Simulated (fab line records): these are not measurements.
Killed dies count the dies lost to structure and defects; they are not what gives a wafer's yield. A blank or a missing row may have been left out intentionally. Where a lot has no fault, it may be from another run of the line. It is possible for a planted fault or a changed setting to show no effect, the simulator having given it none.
Which tool did it? || flow sky130 || 12 lots, 36 wafers sampled, at 1 step of a route of 708

WHAT EACH GAUGE READ, for each wafer
SKY_CONTACT_BOW_MEAS_05.
{"lot": "L377", "measured": "day 30 06:14", "on": "filmMetro-02", "CONTACT_BOW (um)": "81 82 72"}
{"lot": "L378", "measured": "day 31 03:35", "on": "filmMetro-04", "CONTACT_BOW (um)": "73 73 74"}
{"lot": "L380", "measured": "day 31 12:02", "on": "filmMetro-04", "CONTACT_BOW (um)": "73 74 68"}
{"lot": "L381", "measured": "day 32 12:26", "on": "filmMetro-02", "CONTACT_BOW (um)": "90 80 71"}
{"lot": "L383", "measured": "day 33 02:55", "on": "filmMetro-03", "CONTACT_BOW (um)": "82 79 80"}
{"lot": "L385", "measured": "day 33 20:12", "on": "filmMetro-02", "CONTACT_BOW (um)": "83 82 78"}
{"lot": "L389", "measured": "day 34 18:43", "on": "filmMetro-03", "CONTACT_BOW (um)": "86 77 82"}
{"lot": "L390", "measured": "day 35 01:11", "on": "filmMetro-04", "CONTACT_BOW (um)": "88 87 90"}
{"lot": "L391", "measured": "day 35 07:26", "on": "filmMetro-03", "CONTACT_BOW (um)": "83 80 85"}
{"lot": "L394", "measured": "day 36 01:25", "on": "filmMetro-03", "CONTACT_BOW (um)": "71 68 81"}
{"lot": "L397", "measured": "day 36 16:03", "on": "filmMetro-03", "CONTACT_BOW (um)": "82 81 82"}
{"lot": "L399", "measured": "day 37 06:19", "on": "filmMetro-02", "CONTACT_BOW (um)": "86 81 73"}

EACH LOT AND THE TOOL THAT RAN IT (in order: tool; ch and the chambers of the sampled wafers; start)
The record shows no process step preceding these readings.

WHAT THE TOOLS THEMSELVES READ (means of the sampled wafers that have a number; where no wafer has one, the mark that the record gives instead)
The record holds no such reading with a usual standard deviation.

THE ANSWER, worked out from the rows above alone
Rule: the lots themselves supply what counts as usual. Put in order of their means at a reading, lots are off if they are a third of the lots or fewer, leave a main group of 4 or more, and stand apart from it by a gap of 3 or more times the standard deviation of the main group's means; of several such gaps the widest counts. Not used: any main group whose means are identical at the precision the tables above print for the reading. Also off: a lot with no number at a reading for which 4 or more lots have one. The other lots that the step has rows for count as sound. After the gauges, taken in route order, come the tools' own readings; for these a lot's mean is taken, as printed above. At the first step where some lot is off, the reading lying furthest off is the one used; lots without a number count as furthest.
Nothing can be told from this: no lot is off at any reading shown.

WHAT THE SIMULATOR HAD INSERTED
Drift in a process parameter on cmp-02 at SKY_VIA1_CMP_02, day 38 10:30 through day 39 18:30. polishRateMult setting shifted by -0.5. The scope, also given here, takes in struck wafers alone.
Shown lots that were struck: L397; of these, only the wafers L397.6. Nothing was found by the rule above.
